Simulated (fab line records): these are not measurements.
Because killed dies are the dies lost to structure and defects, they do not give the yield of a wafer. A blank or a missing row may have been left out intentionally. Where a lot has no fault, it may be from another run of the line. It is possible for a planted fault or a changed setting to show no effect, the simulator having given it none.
Split-lot trial | flow gf180mcu | route with 602 steps; 5 lots, 27 wafers read

THE SPLIT ITSELF
At GF_MIM_DEVELOP_18 (develop time 60 s), the setting developTimeS was moved away from the recipe's 60 s on 6 of the 27 wafers read, by -45.2% to +42.8%. The other wafers ran this setting at the recipe's value.

No step appears in the file between the split and the reading.

THE READING
MIM.cdNm (the simulator's own value, which no gauge read), in nm, at GF_MIM_METAL_ETCH_19 (etches the open film in Cl2/BCl3, stops on Si3N4, target depth 324.5 nm, time 54.1 s). The file does not state a usual value for it. Average 2000 nm, standard deviation 2.3 nm, over the 21 wafers here run with the recipe.

wafer  | tool, chamber at the split | developTimeS as run, s | against the recipe | MIM.cdNm, nm | against lot-mates on the recipe
L074.1 | lithoTrack-01, 0           | 60                     | recipe             | 2002         | -
L074.2 | lithoTrack-01, 0           | 60                     | recipe             | 1999         | -
L074.3 | lithoTrack-01, 0           | 60                     | recipe             | 1998         | -
L074.4 | lithoTrack-01, 0           | 60                     | recipe             | 1998         | -
L074.5 | lithoTrack-01, 0           | 60                     | recipe             | 1997         | -
L074.6 | lithoTrack-01, 0           | 60                     | recipe             | 2001         | -
L076.2 | lithoTrack-01, 0           | 60                     | recipe             | 2000         | -
L076.3 | lithoTrack-01, 0           | 60                     | recipe             | 2002         | -
L076.6 | lithoTrack-01, 0           | 60                     | recipe             | 2001         | -
L077.1 | lithoTrack-04, 0           | 60                     | recipe             | 2004         | -
L077.3 | lithoTrack-04, 0           | 60                     | recipe             | 2004         | -
L077.2 | lithoTrack-04, 0           | 60                     | recipe             | 2001         | -
L077.4 | lithoTrack-04, 0           | 60                     | recipe             | 2003         | -
L077.5 | lithoTrack-04, 0           | 60                     | recipe             | 2000         | -
L077.6 | lithoTrack-04, 0           | 60                     | recipe             | 2000         | -
L078.1 | lithoTrack-01, 0           | 85.7                   | +42.8%             | 1966         | -34
L078.2 | lithoTrack-01, 0           | 60                     | recipe             | 2002         | -
L078.3 | lithoTrack-01, 0           | 85.7                   | +42.8%             | 1969         | -31
L078.4 | lithoTrack-01, 0           | 85.7                   | +42.8%             | 1965         | -35
L078.5 | lithoTrack-01, 0           | 60                     | recipe             | 1998         | -
L078.6 | lithoTrack-01, 0           | 60                     | recipe             | 2000         | -
L084.1 | lithoTrack-01, 0           | 32.86                  | -45.2%             | 2059         | +62
L084.2 | lithoTrack-01, 0           | 60                     | recipe             | 1997         | -
L084.3 | lithoTrack-01, 0           | 60                     | recipe             | 1997         | -
L084.4 | lithoTrack-01, 0           | 32.86                  | -45.2%             | 2057         | +60
L084.5 | lithoTrack-01, 0           | 32.86                  | -45.2%             | 2058         | +61
L084.6 | lithoTrack-01, 0           | 60                     | recipe             | 1996         | -

FIT RESULTS
A straight line over all 27 wafers: MIM.cdNm changes by -1.04 nm for each +1% of developTimeS; r = -0.97; the points scatter about the line by 5.3 nm.
The same after taking each lot's own level away (the mean of its wafers on the recipe; 27 wafers): -1.08 nm for each +1%; r = -0.97; scatter 5.7 nm.
That fit puts the effect of the largest move of developTimeS on the reading at 49 nm.
The span of the lots' own levels, 1996.7 to 2002.0 nm, comes to 2.3 times the standard deviation stated above.
So the lot-to-lot level changes the slope little: the two slopes agree.
Check: with one of the wafers moved furthest among these (-45.2%) left out of the fit, the line predicts +48.9 nm for it against its lot-mates. It came out at +62.3 nm against them.

FILE'S OWN FIT
MIM.cdNm changes by -1.08 nm for each +1% of developTimeS, r = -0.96.
